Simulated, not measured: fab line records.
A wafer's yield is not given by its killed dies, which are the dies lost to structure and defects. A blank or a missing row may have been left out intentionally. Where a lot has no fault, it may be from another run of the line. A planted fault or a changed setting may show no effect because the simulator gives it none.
2 desks, one fault + flow gf180mcu + each desk holds nothing but its own numbers, with what lay behind them at the end

AT THE METROLOGY DESK
What the gauges read, lot by lot, whatever tool the lot ran on: means of the sampled wafers that have a number. The brackets show how far a lot's mean lies from the usual mean; more than 4 standard deviations puts the lot out of limits, marked OUT.
Columns: A = SAB_OVL at GF_SAB_OVL_MEAS_10, usual 0.6 nm; B = CONTACT_W_RS at GF_CONTACT_RS_MEAS_25, usual 0.375 ohm/sq
| lot  | first seen here | A    | B     |
|------|-----------------|------|-------|
| L997 | day 15 07:17    | 0.9  | 0.377 |
| L998 | day 15 21:10    | -0.0 | 0.373 |
| L101 | day 17 02:02    | -0.5 | 0.370 |
| L104 | day 18 01:22    | 1.4  | 0.360 |
| L106 | day 18 17:37    | -0.5 | 0.373 |
| L108 | day 19 13:40    | 0.8  | 0.377 |
| L109 | day 19 21:41    | 1.0  | 0.373 |
| L111 | day 20 15:16    | 2.0  | 0.375 |
| L112 | day 20 20:38    | 0.4  | 0.376 |
| L114 | day 21 18:39    | 2.0  | 0.382 |
| L115 | day 21 20:37    | 0.0  | 0.373 |
| L116 | day 22 04:31    | -0.6 | 0.381 |
| L118 | day 22 18:22    | -0.1 | 0.374 |
This desk's finding: nothing out of limits on any of the 13 lots.

FOR THE TOOL OWNER'S DESK: cvd w-02
The tool's own readings at GF_CONTACT_CVD_24 (deposits W, target thk 300 nm, time 90.339 s): means of the sampled wafers that have a number, for each lot that ran on this tool. The brackets show how far a lot's mean lies from the usual mean; more than 4 standard deviations puts the lot out of limits, marked OUT.
Columns: A = heater power w at GF_CONTACT_CVD_24, usual 805 W
| lot  | first seen here | A   |
|------|-----------------|-----|
| L997 | day 16 07:28    | 822 |
| L998 | day 16 21:16    | 810 |
| L101 | day 18 04:22    | 804 |
| L104 | day 19 03:04    | 810 |
| L114 | day 22 19:58    | 823 |
| L115 | day 22 22:20    | 807 |
| L116 | day 23 05:20    | 814 |
This desk's finding: nothing out of limits on any of the 7 lots.

PUT TOGETHER
Nothing out of limits was seen by the metrology desk.
The desk of the tool owner found nothing out of limits.

WHAT THE SIMULATOR HAD PUT IN
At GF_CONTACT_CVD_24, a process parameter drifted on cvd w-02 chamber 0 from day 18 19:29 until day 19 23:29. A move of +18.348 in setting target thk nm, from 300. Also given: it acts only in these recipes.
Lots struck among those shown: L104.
